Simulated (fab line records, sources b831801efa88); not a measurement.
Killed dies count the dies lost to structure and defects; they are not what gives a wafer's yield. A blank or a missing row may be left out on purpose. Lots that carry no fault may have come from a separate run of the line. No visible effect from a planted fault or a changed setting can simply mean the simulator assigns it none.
Struck lot and sound lot, side by side + flow sky130 + 14 out of 708 route steps
Sound: these wafers, L274.1, L274.4, L274.6. Struck: wafer L286.4 (L286.1, L286.2, from the same lot, were not struck and are left out); the cause is given at the end.
For every step that has rows: the tool of each side, followed by ch and its chambers, followed by its first start. Under that, the readings that differ: sound wafers + struck wafers + difference of the means + sigmas: that difference in standard deviations of wafers without a fault.
alike: readings with means less than 2 such deviations apart, plus words and numbers identical on both sides. not compared: withheld readings, readings lacking a value on some wafer, bounds such as >300 that could conceal the same value, and numbers that have no deviation in the record and whose values overlap.
A row with sigmas, a row that says differs or no value, or rows on one side alone: a step with any of these is where the two part. Numbers that have no deviation but don't overlap get no sigmas and don't part them. Lack of a reading on every wafer of one side parts them only where that side has two or more wafers.

SKY_NWELL_OVL_MEAS_23:
  struck on overlay-02, day 9 04:45; sound on overlay-01, day 6 02:54
  alike: NWELL_01_OVL
next, for these wafers, 1 step has no rows: SKY_NWELL_IMPLANT_24.
SKY_NWELL_STRIP_25: strips in O2/N2.
  sound on plasma_asher-02 ch 0,1, day 6 03:05; struck on plasma_asher-01 ch 0, day 9 04:56
  alike: chamber_pressure_mTorr, drypump_motor_current_A, oes_product_au, strip_time_to_endpoint_s
  not compared: rf_hours_counter_h
SKY_NWELL_TW_MEAS_26:
  struck on film_metro-03, day 9 05:02; sound on film_metro-01, day 6 03:11
| reading    | sound       | struck | difference | sigmas |
|------------|-------------|--------|------------|--------|
| NWELL_2_TW | 502 501 504 | 493    | -9         | -2     |
then, 1 step without rows for these wafers: SKY_NWELL_CLEAN_27 (cleans in SC1/SC2, time 150 s).
SKY_NWELL_RTA_28: time 30 s.
  sound on rtp_anneal-01 ch 0, day 6 03:17; struck on rtp_anneal-01 ch 0, day 9 05:09
  alike: lamp_power_pct, wafer_temp_C_max
SKY_NWELL_RS_MEAS_29: uses a four-point probe to measure.
  struck on film_metro-03, day 9 05:15; sound on film_metro-04, day 6 03:23
  alike: NWELL_RS
SKY_NWELL_RS_MEAS_31: uses a four-point probe to measure.
  struck on film_metro-03, day 9 05:29; sound on film_metro-04, day 6 03:38
  alike: PWDE_RS
then, 3 steps without rows for these wafers: SKY_VT_ADJUST_HVTP_DEHYDRATE_00 (time 60 s); SKY_VT_ADJUST_HVTP_HMDS_01 (prime time 60 s); SKY_VT_ADJUST_HVTP_COAT_02 (resist thk 1140 nm).
SKY_VT_ADJUST_HVTP_SOFTBAKE_03: time 60 s.
  sound on litho_track-01 ch 0, day 6 12:03; struck on litho_track-01 ch 0, day 9 16:24
| reading          | sound             | struck | difference | sigmas |
|------------------|-------------------|--------|------------|--------|
| run_length_s (s) | 89.33 89.68 89.47 | 99.95  | +10.46     | +45    |
  alike: exhaust_pa
then, 1 step without rows for these wafers: SKY_VT_ADJUST_HVTP_EXPOSE_04 (exposes mask HVTPM, target cd 380 nm).
-- the record jumps here: 40 days lie between the struck wafers' starts before and after (it left off in module VT_ADJUST_HVTP and takes up again in module PAD_OPEN, whose first step shown is number 708 of the route) --
SKY_PAD_OPEN_PROBE_99:
  struck on prober-02, day 49 11:30; sound on prober-01, day 47 10:52
| reading            | sound    | struck | difference | sigmas |
|--------------------|----------|--------|------------|--------|
| killed_at_contacts | 30 20 23 | 13     | -11        | -2     |
  alike: killed_at_M0_to_M3, killed_at_M4_up, killed_at_front_end, killed_at_other, killed_dies, killed_on_rim, killed_open, killed_short

## WHERE THEY PART
First at SKY_NWELL_TW_MEAS_26; last, within this record, at SKY_PAD_OPEN_PROBE_99.

WHY: what had been put in by the simulator
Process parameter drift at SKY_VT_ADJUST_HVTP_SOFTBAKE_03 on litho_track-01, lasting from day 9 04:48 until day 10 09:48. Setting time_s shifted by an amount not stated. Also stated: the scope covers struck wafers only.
